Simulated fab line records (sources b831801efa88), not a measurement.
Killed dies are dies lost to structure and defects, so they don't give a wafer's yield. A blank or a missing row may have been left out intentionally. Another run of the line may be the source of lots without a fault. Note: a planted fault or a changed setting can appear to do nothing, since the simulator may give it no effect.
A single fault, viewed from 2 desks / flow gf180mcu / each desk has only its own numbers; what lay behind them comes last

== FOR THE TOOL OWNER'S DESK: pvd-sputter-04 ==
The tool's own readings at GF_MIM_SPUTTER_00 (material Ti, target thk 37.5 nm, time 150 s): means of the sampled wafers that have a number, for each lot that ran on this tool. Marked OUT: a lot whose mean sits more than 4 standard deviations from the usual mean, which makes it out of limits; the brackets give that distance.
Columns: A = throttle-valve-pct at GF_MIM_SPUTTER_00, usual 30.2 %
lot=L849; first seen here=day 27 03:55; A=30.4
lot=L850; first seen here=day 27 12:43; A=30.4
This desk found nothing out of limits on any of the 2 lots.

== METROLOGY DESK ==
What the gauges read, lot by lot, whatever tool the lot ran on: means of the sampled wafers that have a number. Marked OUT: a lot whose mean sits more than 4 standard deviations from the usual mean, which makes it out of limits; the brackets give that distance.
Columns: A = V4_OVL at GF_V4_OVL_MEAS_15, usual 3 nm; B = V4_W_RS at GF_V4_RS_MEAS_24, usual 0.328 ohm/sq; C = V4_W_THK at GF_V4_THK_MEAS_25, usual 357 nm
lot=L842; first seen here=day 24 12:16; A=-2; B=0.328; C=359
lot=L843; first seen here=day 24 19:31; A=5; B=0.325; C=358
lot=L849; first seen here=day 27 02:31; A=7; B=0.327; C=358
lot=L850; first seen here=day 27 11:13; A=2; B=0.330; C=353
lot=L853; first seen here=day 28 11:40; A=4; B=0.324; C=360
lot=L863; first seen here=day 31 00:37; A=1; B=0.330; C=355
This desk found nothing out of limits on any of the 6 lots.

== PUT TOGETHER ==
Nothing out of limits was seen by the tool owner's desk.
Metrology desk: nothing out of limits seen.

== WHAT THE SIMULATOR HAD PUT IN ==
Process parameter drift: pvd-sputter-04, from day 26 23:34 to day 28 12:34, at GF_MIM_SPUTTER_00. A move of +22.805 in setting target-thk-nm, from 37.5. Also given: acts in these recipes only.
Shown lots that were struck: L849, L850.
